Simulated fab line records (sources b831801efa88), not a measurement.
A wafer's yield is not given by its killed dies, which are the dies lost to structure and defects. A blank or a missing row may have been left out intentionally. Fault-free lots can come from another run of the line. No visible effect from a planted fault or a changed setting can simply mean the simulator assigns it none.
fab line records	flow sky130
record lots=4	wafers=12	last_day=48
route steps=708 shown METAL2@497 VIA2@507 PAD_OPEN@708
lots that met no fault: from a run of the same line without faults
start_h: start of the lot's first displayed wafer, in hours after the record's first day	wait_h: how many hours have passed since the lot's step before this one	" repeats the value in the row above	L1.1+2: several wafers, shown together as one row	- no value, or no start was given	* or withheld: withheld	< > ~ a bound
route shown NAME@n: a module of which the file shows steps, and the number in the route of the first	usual: average and standard deviation across the fault-free wafers	same: alike in all rows	chamber/n: place in a boat	sites: per-site readings	_std_site: standard deviation of those values	_edge_site: the outer-site mean with the inner-site mean subtracted	radius_mm: how far each site lies from the wafer's centre	mask NAME#n: copy n	behind: tool/chamber where the wafer was last shaped	hold: reason for holding the lot/hours on hold/outcome of the hold	device: the n, p or np transistor that did not switch	end of line: the same wafers' tests at the end of the route	a step without rows: its recipe alone	killed: dies that structure and defects cost at the first sort, which is not the same as the wafer's yield	map: a wafer's dies, x killed, . not, _ none there
set.NAME: the run value of the setting; set.NAME@STEP: its run value at that earlier step	model.NAME: the simulator's own value behind a step, which no gauge read
a table for each step, a row for each wafer; lots at some steps of the route
services: from which hour (start_h, from the record's first day; less than 0 if before it) a tool's chamber was out of use, for how many hours, and why
## steps
# step SKY_METAL2_DEVELOP_14
# recipe develop_time_s=60	resist=KrF-thick	dev_temp_c=21
# step SKY_METAL2_DESCUM_17
# recipe chemistry=O2	source_power_w=150	bias_power_w=0	pressure_mtorr=10	temp_c=40	time_s=8
# step SKY_METAL2_ETCH_18
# recipe chemistry=N2/H2	target=BARC	ion_energy_ev=200	bias_w=100	pressure_mtorr=30	n2_flow_sccm=100	h2_flow_sccm=200	icp_w=500	stop_on=SiO2	time_s=45.9	target_depth_a=600
# step SKY_METAL2_METAL_ETCH_19
# recipe target_depth_a=3600	stop_on=SiO2	over_etch_frac=0.3	time_s=78	chemistry=Cl2/BCl3	resist_sidewall_deg=88	pressure_mtorr=10	icp_w=900	bias_w=48.5	Cl2_flow_sccm=60	bcl3_flow_sccm=30
# step SKY_METAL2_STRIP_20
# recipe chemistry=O2/N2	power_w=1400	pressure_mtorr=1500	platen_temp_c=withheld	o2_flow_sccm=3000	n2_flow_sccm=300	overash_fraction=0.5
# step SKY_METAL2_STRIP_21
# recipe chemistry=post_etch_residue_remover	time_s=1200	temp_c=72.5
# step SKY_METAL2_CLEAN_22
# recipe chemistry=IPA	time_s=180	temp_c=25
# step SKY_METAL2_CLEAN_23
# recipe chemistry=O3/DIW	dry=n2_spin
# step SKY_VIA2_HDPCVD_00
# recipe material=SiO2	target_thk_nm=1180	sigma_open_frac=0.3	time_s=196.7	temp_c=400	sih4_flow_sccm=60	pressure_mtorr=6
# step SKY_VIA2_CMP_02
# recipe material=SiO2	down_force_psi=4	platen_rpm=60	pad_velocity_m_s=0.94248
# usual edge_zone_pressure_frac=1.000/0.0054	head_pressure_psi=3.999/0.0087	motor_current_A=12.4/1.1
lot.wafer	tool	chamber	start_h	wait_h	edge_zone_pressure_frac	head_pressure_psi	motor_current_A	model.SiO2_of_VIA2_HDPCVD_00.thk_nm
L730.1	cmp-01	0	887.21	0.1	-	-	-	1182
L730.4	"	2	"	"	-	-	-	1175
L730.6	"	0	"	"	-	-	-	1169
L732.4	cmp-02	3	902.25	0.2	-	-	-	1177
L732.5	"	0	"	"	-	-	-	1193
L732.6	"	1	"	"	-	-	-	1190
L736.1	cmp-02	1	930.34	0.1	0.998	3.993	10.6	493.1
L736.4	"	3	"	"	0.993	4.002	11.5	493.5
L736.6	"	0	"	"	0.997	3.993	13.6	493.4
L737.2	cmp-01	3	931.78	0.1	0.996	3.995	12.8	495.9
L737.4	"	0	"	"	0.989	3.996	12.1	495.1
L737.5	"	3	"	"	0.992	4.000	12.3	495.3
# step SKY_VIA2_BOW_MEAS_03
# recipe mode=bow
# usual VIA2_BOW=84/6.6
lot.wafer	tool	chamber	start_h	wait_h	VIA2_BOW[um]
L730.1	film_metro-01	-	887.51	0.2	119
L730.4	"	-	"	"	123
L730.6	"	-	"	"	116
L732.4	film_metro-03	-	902.46	0.2	115
L732.5	"	-	"	"	113
L732.6	"	-	"	"	118
L736.1	film_metro-04	-	930.59	0.2	84
L736.4	"	-	"	"	81
L736.6	"	-	"	"	90
L737.2	film_metro-01	-	932.10	0.3	80
L737.4	"	-	"	"	88
L737.5	"	-	"	"	78
# step SKY_VIA2_DEHYDRATE_04
# recipe temp_c=200	time_s=60
# step SKY_VIA2_HMDS_05
# recipe prime_time_s=60	prime_temp_c=120
# step SKY_VIA2_COAT_06
# recipe resist=BARC	temp_c=withheld	time_s=withheld	spin_rpm=3000	resist_thk_nm=60
# step SKY_VIA2_COAT_07
# recipe resist=KrF-thick	spin_rpm=3000	resist_thk_nm=450
# step SKY_VIA2_SOFTBAKE_08
# recipe temp_c=100	time_s=90	resist=KrF-thick
# step SKY_VIA2_EXPOSE_09
# recipe mask_id=VIM2	na=0.8	source_shape=annular	sigma_inner=0.55	sigma_outer=0.85	target_cd_nm=200	dose_mj=38
# step SKY_VIA2_PEB_10
# recipe peb_temp_c=withheld	peb_time_s=withheld	resist=KrF-thick
# step SKY_VIA2_DEVELOP_11
# recipe develop_time_s=60	resist=KrF-thick	dev_temp_c=20.29
# step SKY_VIA2_ETCH_14
# recipe chemistry=N2/H2	target=BARC	ion_energy_ev=200	source_w=500	bias_w=100	pressure_mtorr=30	n2_flow_sccm=100	h2_flow_sccm=200	stop_on=SiO2	time_s=45.9	target_depth_a=600
# step SKY_VIA2_ETCH_15
# recipe target=SiO2	chemistry=C4F8/O2/Ar	target_depth_nm=546	stop_on=TiN	mask_material=KrF-thick	source_w=1500	bias_w=1200	pressure_mtorr=40	c4f8_flow_sccm=withheld	O2_flow_sccm=6	Ar_flow_sccm=300	time_s=84
# usual oes_product_au=0.940/0.0048
lot.wafer	tool	chamber	start_h	wait_h	oes_product_au	rf_hours_counter_h	model.etch.depth_nm	model.VIA2.feature_depth_nm
L730.1	rie_diel-02	0	913.69	0.0	1.646	7	553.7	553.7
L730.4	"	3	"	"	1.645	3	555.9	555.9
L730.6	"	2	"	"	1.656	-	558.1	558.1
L732.4	rie_diel-04	0	928.45	0.0	1.619	27	540.5	540.5
L732.5	"	1	"	"	1.632	-	549.4	549.4
L732.6	"	2	"	"	1.636	-	548.3	548.3
L736.1	rie_diel-03	2	955.39	0.0	0.937	7	493.1	493.1
L736.4	"	1	"	"	0.946	5	493.5	493.5
L736.6	"	0	"	"	0.941	-	493.4	493.4
L737.2	rie_diel-04	2	956.54	0.0	0.939	7	495.9	495.9
L737.4	"	0	"	"	0.940	28	495.1	495.1
L737.5	"	2	"	"	0.936	-	495.3	495.3
# step SKY_VIA2_STRIP_16
# recipe chemistry=O2/N2	power_w=1400	pressure_mtorr=1500	platen_temp_c=withheld	o2_flow_sccm=3000	n2_flow_sccm=300	overash_fraction=0.5
# step SKY_VIA2_STRIP_17
# recipe chemistry=post_etch_residue_remover	time_s=1200	temp_c=72.5
# step SKY_VIA2_CLEAN_18
# recipe chemistry=IPA	time_s=180	temp_c=25
# step SKY_VIA2_CLEAN_19
# recipe chemistry=O3/DIW	dry=n2_spin
# step SKY_VIA2_SPUTTER_20
# recipe material=TiN	target_thk_nm=20	chamber_pressure_pa=5	power_w=4000	time_s=80
# step SKY_VIA2_CVD_21
# recipe material=W	target_thk_nm=420	time_s=126.4	temp_c=400	pressure_torr=40
# step SKY_VIA2_CMP_24
# recipe stop_on=SiO2	t_overpolish_s=20	down_force_psi=3.5	platen_rpm=60	target_thk_nm=0	pad_velocity_m_s=0.94248
# usual edge_zone_pressure_frac=1.000/0.0043	head_pressure_psi=3.500/0.008	motor_current_A=11.4/1
lot.wafer	tool	chamber	start_h	wait_h	edge_zone_pressure_frac	head_pressure_psi	motor_current_A	model.SiO2_of_VIA2_HDPCVD_00.thk_nm
L730.1	cmp-01	2	914.75	0.1	1.004	3.495	11.5	1177
L730.4	"	0	"	"	1.002	3.495	11.0	1171
L730.6	"	2	"	"	1.002	3.491	11.4	1165
L732.4	cmp-01	2	929.72	0.2	1.002	3.506	11.8	1173
L732.5	"	2	"	"	0.994	3.486	11.8	1189
L732.6	"	3	"	"	1.000	3.510	11.1	1185
L736.1	cmp-01	3	956.49	0.1	0.994	3.494	12.3	488.7
L736.4	"	1	"	"	1.003	3.507	12.7	489.1
L736.6	"	2	"	"	1.003	3.492	11.5	489
L737.4	cmp-02	1	957.56	0.0	1.007	3.498	10.1	490.7
L737.2	"	3	"	"	0.998	3.495	10.3	491.5
L737.5	"	1	"	"	1.008	3.507	10.4	490.9
# step SKY_PAD_OPEN_PROBE_99
# usual defect_limited_yield=82.3/2.1	killed_at_M0_to_M3=43/7.4	killed_at_M4_up=3.1/1.8	killed_at_contacts=26/5.6	killed_at_front_end=15/4.9	killed_at_other=0.2/0.44	killed_dies=87/10	killed_on_rim=17/3.7	killed_open=48/7.6	killed_short=39/6.2	sort_bin_3_pad_short=0.9/0.43	sort_bin_5_function=10.5/1.5	sort_bin_6_memory=6.3/1.2	sort_n_pass=405/10	sort_yield_pct=82.3/2.1
# same gross_dies=492	killed_at_back_side=0	sort_bin_4_leakage[%]=0	sort_bin_8_speed[%]=0
lot.wafer	tool	chamber	start_h	wait_h	defect_limited_yield[%]	killed_at_M0_to_M3	killed_at_M4_up	killed_at_contacts	killed_at_front_end	killed_at_other	killed_dies	killed_on_rim	killed_open	killed_short	sort_bin_3_pad_short[%]	sort_bin_5_function[%]	sort_bin_6_memory[%]	sort_n_pass	sort_yield_pct[%]
L730.1	prober-02	-	1128.91	0.1	0	453	4	19	16	0	492	96	45	28	1.0	92.3	6.7	0	0
L730.4	prober-02	-	1129.06	0.2	0	447	6	22	17	0	492	96	56	34	0.8	91.7	7.5	0	0
L730.6	prober-02	-	1129.16	0.2	0	438	5	31	18	0	492	96	51	55	1.8	90.9	7.3	0	0
L732.4	prober-01	-	1139.31	0.2	0	448	4	25	15	0	492	96	39	35	0.4	93.1	6.5	0	0
L732.5	prober-01	-	1139.36	0.2	0	455	2	22	13	0	492	96	45	44	1.2	94.3	4.5	0	0
L732.6	prober-01	-	1139.41	0.2	0	454	2	28	8	0	492	96	42	26	0.8	93.7	5.5	0	0
L736.1	prober-01	-	1159.00	0.1	82.9	37	5	28	14	0	84	16	42	42	1.8	9.3	5.9	408	82.9
L736.4	prober-01	-	1159.15	0.2	85.2	40	6	20	6	1	73	13	39	34	0.6	9.6	4.7	419	85.2
L736.6	prober-01	-	1159.25	0.2	80.5	58	3	23	12	0	96	20	58	38	1.2	12.4	5.9	396	80.5
L737.2	prober-02	-	1161.02	0.1	83.5	33	2	34	12	0	81	13	44	37	1.4	8.9	6.1	411	83.5
L737.4	prober-02	-	1161.12	0.2	82.7	45	3	23	14	0	85	21	50	35	1.6	9.3	6.3	407	82.7
L737.5	prober-02	-	1161.17	0.2	80.1	45	1	26	25	1	98	17	55	41	1.8	11.0	7.1	394	80.1
# killed by level:class
L730.1 VIA2:area_cmp=419 VIA1:geometric_particle:open=10 CONTACT:geometric_particle:open=8 METAL1:geometric_particle:short=6 FIELD_ISO:geometric_particle:open=5 LI_CONTACT:geometric_particle:open=5 VIA2:geometric_particle:open=5 VIA3:geometric_particle:open=4
L730.4 VIA2:area_cmp=401 VIA1:geometric_particle:open=16 CONTACT:geometric_particle:open=12 POLY_GATE:geometric_particle:short=9 VIA3:geometric_particle:open=7 POLY_GATE:geometric_particle:open=4 LI_CONTACT:geometric_particle:open=4 METAL1:geometric_particle:short=4
L730.6 VIA2:area_cmp=385 CONTACT:geometric_particle:open=12 VIA1:geometric_particle:open=10 METAL2:geometric_particle:short=7 CONTACT:geometric_particle:short=6 LI_CONTACT:geometric_particle:open=6 VIA2:geometric_particle:short=6 FIELD_ISO:geometric_particle:open=5
L732.4 VIA2:area_cmp=417 CONTACT:geometric_particle:open=11 METAL1:geometric_particle:short=6 POLY_GATE:geometric_particle:short=4 CONTACT:geometric_particle:short=4 METAL2:geometric_particle:short=4 VIA2:geometric_particle:open=4 VIA3:geometric_particle:open=4
L732.5 VIA2:area_cmp=403 METAL2:geometric_particle:short=11 VIA1:geometric_particle:open=9 CONTACT:geometric_particle:open=8 VIA3:geometric_particle:open=7 LI_CONTACT:geometric_particle:open=5 METAL1:geometric_particle:short=5 METAL3:geometric_particle:short=5
L732.6 VIA2:area_cmp=424 CONTACT:geometric_particle:open=12 LI_CONTACT:geometric_particle:open=10 VIA1:geometric_particle:open=8 VIA2:geometric_particle:open=6 METAL1:geometric_particle:short=5 CONTACT:geometric_particle:short=4 METAL2:geometric_particle:short=3
L736.1 CONTACT:geometric_particle:open=8 METAL1:geometric_particle:short=8 LI_CONTACT:geometric_particle:open=6 VIA3:geometric_particle:open=6 VIA1:geometric_particle:open=6 VIA2:geometric_particle:open=6 LOCAL_INTERCONNECT:geometric_particle:short=5 CONTACT:geometric_particle:short=5
L736.4 CONTACT:geometric_particle:open=11 VIA2:geometric_particle:open=10 METAL2:geometric_particle:short=7 METAL4:geometric_particle:short=6 CONTACT:geometric_particle:short=5 VIA1:geometric_particle:open=5 VIA3:geometric_particle:open=5 METAL1:geometric_particle:short=4
L736.6 VIA1:geometric_particle:open=13 VIA3:geometric_particle:open=12 CONTACT:geometric_particle:open=10 VIA1:geometric_particle:short=6 METAL2:geometric_particle:short=6 VIA2:geometric_particle:open=6 VIA3:geometric_particle:short=5 LOCAL_INTERCONNECT:geometric_particle:short=4
L737.2 VIA1:geometric_particle:open=9 LOCAL_INTERCONNECT:geometric_particle:short=8 LI_CONTACT:geometric_particle:open=7 VIA3:geometric_particle:open=7 CONTACT:geometric_particle:open=7 POLY_GATE:geometric_particle:short=5 LI_CONTACT:geometric_particle:short=5 VIA1:geometric_particle:short=5
L737.4 VIA1:geometric_particle:open=14 CONTACT:geometric_particle:open=11 VIA2:geometric_particle:open=9 FIELD_ISO:geometric_particle:short=5 LI_CONTACT:geometric_particle:open=4 VIA1:geometric_particle:short=4 CONTACT:geometric_particle:short=4 METAL3:geometric_particle:short=4
L737.5 VIA1:geometric_particle:open=17 POLY_GATE:geometric_particle:short=8 CONTACT:geometric_particle:short=8 VIA3:geometric_particle:open=8 CONTACT:geometric_particle:open=6 POLY_GATE:geometric_particle:open=6 LI_CONTACT:geometric_particle:open=6 FIELD_ISO:geometric_particle:open=4
# map L730.1 (x killed, . not)
__________xxxxxxxxxx_________
________xxxxxxxxxxxxxx_______
______xxxxxxxxxxxxxxxxxx_____
_____xxxxxxxxxxxxxxxxxxxx____
____xxxxxxxxxxxxxxxxxxxxxx___
___xxxxxxxxxxxxxxxxxxxxxxxx__
__xxxxxxxxxxxxxxxxxxxxxxxxxx_
_xxxxxxxxxxxxxxxxxxxxxxxxxxxx
_xxxxxxxxxxxxxxxxxxxxxxxxxxxx
_xxxxxxxxxxxxxxxxxxxxxxxxxxxx
_xxxxxxxxxxxxxxxxxxxxxxxxxxxx
_xxxxxxxxxxxxxxxxxxxxxxxxxxxx
_xxxxxxxxxxxxxxxxxxxxxxxxxxxx
_xxxxxxxxxxxxxxxxxxxxxxxxxxxx
_xxxxxxxxxxxxxxxxxxxxxxxxxxxx
__xxxxxxxxxxxxxxxxxxxxxxxxxx_
___xxxxxxxxxxxxxxxxxxxxxxxx__
____xxxxxxxxxxxxxxxxxxxxxx___
_____xxxxxxxxxxxxxxxxxxxx____
______xxxxxxxxxxxxxxxxxx_____
________xxxxxxxxxxxxxx_______
__________xxxxxxxxxx_________
# map L732.4 (x killed, . not)
__________xxxxxxxxxx_________
________xxxxxxxxxxxxxx_______
______xxxxxxxxxxxxxxxxxx_____
_____xxxxxxxxxxxxxxxxxxxx____
____xxxxxxxxxxxxxxxxxxxxxx___
___xxxxxxxxxxxxxxxxxxxxxxxx__
__xxxxxxxxxxxxxxxxxxxxxxxxxx_
_xxxxxxxxxxxxxxxxxxxxxxxxxxxx
_xxxxxxxxxxxxxxxxxxxxxxxxxxxx
_xxxxxxxxxxxxxxxxxxxxxxxxxxxx
_xxxxxxxxxxxxxxxxxxxxxxxxxxxx
_xxxxxxxxxxxxxxxxxxxxxxxxxxxx
_xxxxxxxxxxxxxxxxxxxxxxxxxxxx
_xxxxxxxxxxxxxxxxxxxxxxxxxxxx
_xxxxxxxxxxxxxxxxxxxxxxxxxxxx
__xxxxxxxxxxxxxxxxxxxxxxxxxx_
___xxxxxxxxxxxxxxxxxxxxxxxx__
____xxxxxxxxxxxxxxxxxxxxxx___
_____xxxxxxxxxxxxxxxxxxxx____
______xxxxxxxxxxxxxxxxxx_____
________xxxxxxxxxxxxxx_______
__________xxxxxxxxxx_________
## services
tool	chamber	start_h	hours	kind
rie_diel-03	0	863.68	-	clean
rie_diel-03	0	863.68	18.4	scheduled_down
rie_diel-03	0	863.68	18.4	vent_cycle
rie_diel-04	-	872.18	1.1	repair
rie_diel-02	1	872.88	7.9	repair
rie_diel-02	0	873.22	1.4	repair
rie_diel-03	3	878.38	67.6	repair
rie_diel-02	2	887.00	6.0	repair
rie_diel-03	2	895.43	3.3	repair
rie_diel-04	3	902.16	-	clean
rie_diel-04	3	902.16	19.3	scheduled_down
rie_diel-04	3	902.16	19.3	vent_cycle
rie_diel-03	2	903.37	2.9	repair
rie_diel-04	-	904.69	1.0	repair
cmp-02	-	908.08	1.3	repair
cmp-02	-	912.09	4.0	pm
cmp-02	-	916.09	-	consumable_replace:conditioner
cmp-02	-	916.09	-	consumable_replace:pad
cmp-01	-	921.28	2.9	repair
cmp-02	-	930.59	5.5	pm
cmp-02	-	940.08	0.4	repair
cmp-01	-	943.30	7.2	pm
rie_diel-02	-	945.87	1.1	repair
rie_diel-02	-	955.39	14.6	pm
## key
first_sign step=SKY_VIA2_CMP_02	reading=tool_record	direction=missing
effect step=SKY_VIA2_BOW_MEAS_03	reading=VIA2_BOW	direction=up	sigmas=5.1	usual=84	struck=117
effect step=SKY_VIA2_ETCH_15	reading=oes_product_au	direction=up	sigmas=99+	usual=0.940	struck=1.639
effect step=SKY_PAD_OPEN_PROBE_99	reading=killed_at_M0_to_M3	direction=up	sigmas=55	usual=43	struck=449
model_effect step=SKY_VIA2_CMP_02	value=SiO2_of_VIA2_HDPCVD_00.thk_nm	without=494.8	struck=1181
model_effect step=SKY_VIA2_ETCH_15	value=etch.depth_nm	without=494.8	struck=551
model_effect step=SKY_VIA2_CMP_24	value=SiO2_of_VIA2_HDPCVD_00.thk_nm	without=490.4	struck=1177
more_kills_born_at SKY_VIA2_CMP_02@cmp-02=1242	SKY_VIA2_CMP_02@cmp-01=1201
met_at SKY_VIA2_CMP_02
struck_wafers L730.1,L730.4,L730.6,L732.4,L732.5,L732.6
later_rows_left_out L730.1,L730.4,L730.6,L732.4,L732.5,L732.6
fault kind=skipped_step_whole	tool=cmp-01,cmp-02	chamber=-	onset_h=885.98	steps=SKY_VIA2_CMP_02	scope=struck_lots_only
# later_rows_left_out: the simulator's readings of these wafers behind a module that went badly wrong aren't trusted and aren't shown, but for the sort
